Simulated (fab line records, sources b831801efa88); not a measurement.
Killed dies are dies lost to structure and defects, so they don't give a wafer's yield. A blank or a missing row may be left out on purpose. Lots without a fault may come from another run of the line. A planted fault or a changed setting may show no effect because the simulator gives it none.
Which tool did it? | flow gf180mcu | 12 lots, 36 wafers sampled, at 2 steps of a route of 602

WHAT THE GAUGES READ, wafer by wafer
GF_V1_CD_MEAS_14: target cd 260 nm.
lot  | measured     | on        | cd_nm (nm)
L075 | day 18 09:35 | cd_sem-02 | 259.2 260.0 261.1
L077 | day 19 07:26 | cd_sem-01 | 260.6 258.6 258.9
L079 | day 20 02:30 | cd_sem-01 | 258.6 258.0 259.1
L081 | day 20 18:55 | cd_sem-01 | 259.9 260.9 258.9
L083 | day 21 17:07 | cd_sem-01 | 259.1 258.4 260.0
L085 | day 22 00:25 | cd_sem-01 | 260.2 258.6 258.7
L087 | day 22 23:28 | cd_sem-01 | 260.9 259.3 261.0
L089 | day 23 19:29 | cd_sem-02 | 261.4 260.4 261.4
L091 | day 24 16:31 | cd_sem-01 | 259.3 258.0 259.2
L093 | day 25 13:47 | cd_sem-01 | 258.8 259.5 258.9
L095 | day 25 19:55 | cd_sem-01 | 262.4 261.0 262.0
L097 | day 26 09:17 | cd_sem-01 | 259.6 260.7 261.1

WHICH TOOL RAN EACH LOT (tool, then ch and the chambers of the sampled wafers, then the start)
lot  | GF_M1_SPUTTER_03
L075 | pvd_sputter-03, day 16 10:02
L077 | pvd_sputter-02, day 17 06:02
L079 | pvd_sputter-01, day 18 01:17
L081 | pvd_sputter-03, day 18 17:02
L083 | pvd_sputter-02, day 19 14:58
L085 | pvd_sputter-02, day 19 22:28
L087 | pvd_sputter-01, day 20 22:10
L089 | pvd_sputter-02, day 21 19:35
L091 | pvd_sputter-02, day 22 17:58
L093 | pvd_sputter-03, day 23 15:58
L095 | pvd_sputter-02, day 23 22:23
L097 | pvd_sputter-01, day 24 13:10
- GF_M1_SPUTTER_03: material Ti, target thk 10 nm, time 6.7 s.

THE ANSWER, worked out from the rows above alone
Rule: what is usual is taken from the lots themselves. Put in order of their means at a reading, lots are off if they are a third of the lots or fewer, leave a main group of 4 or more, and stand apart from it by a gap of 3 or more times the standard deviation of the main group's means; of several such gaps the widest counts. A main group whose means are all the same, to the digits that the tables above print for the reading, isn't used. A lot without any number at a reading at which 4 lots or more have one is off too. The other lots that the step has rows for count as sound.
No lot is off at any reading shown: from this, nothing can be told.

WHAT THE SIMULATOR HAD PUT IN
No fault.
